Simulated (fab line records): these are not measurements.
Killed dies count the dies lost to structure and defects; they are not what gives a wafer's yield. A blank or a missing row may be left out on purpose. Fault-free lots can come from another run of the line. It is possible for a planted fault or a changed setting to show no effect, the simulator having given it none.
Problem report in the 8D (eight disciplines) form, filled by code | flow gf180mcu | the parts of the form that need people (team, actions taken, sign-off) are left out

## 1. THE PROBLEM
NSD_RS at GF_PSD_RS_MEAS_14 reads a mean of 44.10 ohm/sq on 6 wafers of 2 lots; wafers without a fault read 46.13 ohm/sq with a standard deviation of 0.086. That puts it -24 standard deviations away from the usual mean.
The step: measures by four-point-probe.
The first sign was on wafer L320.1 at day 19 04:07, on filmMetro-01. At this step, 39 wafers from 13 lots have a number in the record. Rule for "out" (also "out of limits"): further than 4 standard deviations from the usual mean. The other wafers with a number count as sound.

## 2. WHAT IT IS, AND WHAT IT ISN'T
question                    | is                         | is not
which readings at this step | NSD_RS                     | -
which lots                  | L320, L323                 | L308, L309, L312, L313, L314, L315, L316, L317, L319, L326, L329
which wafers of those lots  | all that have a number     | -
read on which gauges        | filmMetro-01, filmMetro-02 | filmMetro-04
when                        | from day 19 04:07          | up to then (27 sound wafers); but 6 sound wafers of L326, L329 came after

## 3. WHAT RULES OUT EACH SUSPECT
Counting: a tool at any process step up to the reading remains a suspect when it ran all the lots that are out and ran no sound lot after the first of those.
- the gauge at GF_PSD_RS_MEAS_14 has been ruled out. The wafers that are out were read on 2 gauges (filmMetro-01, filmMetro-02).
- rtpAnneal-02 at GF_PSD_RTA_13 (time 20 s): kept. All lots that are out passed through it, beginning with L320 at day 19 04:01, and no sound lot followed; its final sound lot before that point was L316 at day 17 14:29.
The count leaves rtpAnneal-02 at GF_PSD_RTA_13.

## 4. THE CAUSE (what the simulator had put in)
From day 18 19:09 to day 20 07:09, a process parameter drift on rtpAnneal-02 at GF_PSD_RTA_13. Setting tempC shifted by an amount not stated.
The count eliminated every tool but this one.

## 5. THE EFFECT CHAIN, in route order
Each row: a reading where the mean over the struck wafers with a number is more than 3 standard deviations away from the usual. Only readings whose record carries a usual standard deviation are examined. hours: median over the lots of the time between each lot's start at the first step of this table that gives one and its start at this step. sigmas: the change, counted in usual standard deviations.
hours | step              | reading | usual         | on struck wafers | change | sigmas
0     | GF_PSD_RS_MEAS_14 | NSD_RS  | 46.13 ohm/sq  | 44.10            | -2.03  | -24
0     | GF_PSD_RS_MEAS_15 | PSD_RS  | 108.57 ohm/sq | 101.97           | -6.60  | -24

## 6. HOW IT WOULD HAVE BEEN CAUGHT EARLIER
In this record the first reading out of limits at a measuring or inspecting step was taken at day 19 04:07, 9 hours after the fault began at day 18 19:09.
No tool reading at GF_PSD_RTA_13 that has a usual standard deviation in the record was out on any struck wafer, so an alarm limit of 4 standard deviations on those readings would not have fired.
Among the 2 lots that are out, L323 began GF_PSD_RTA_13 on rtpAnneal-02 after day 19 04:07. A tool hold placed at that time would have kept it from harm.
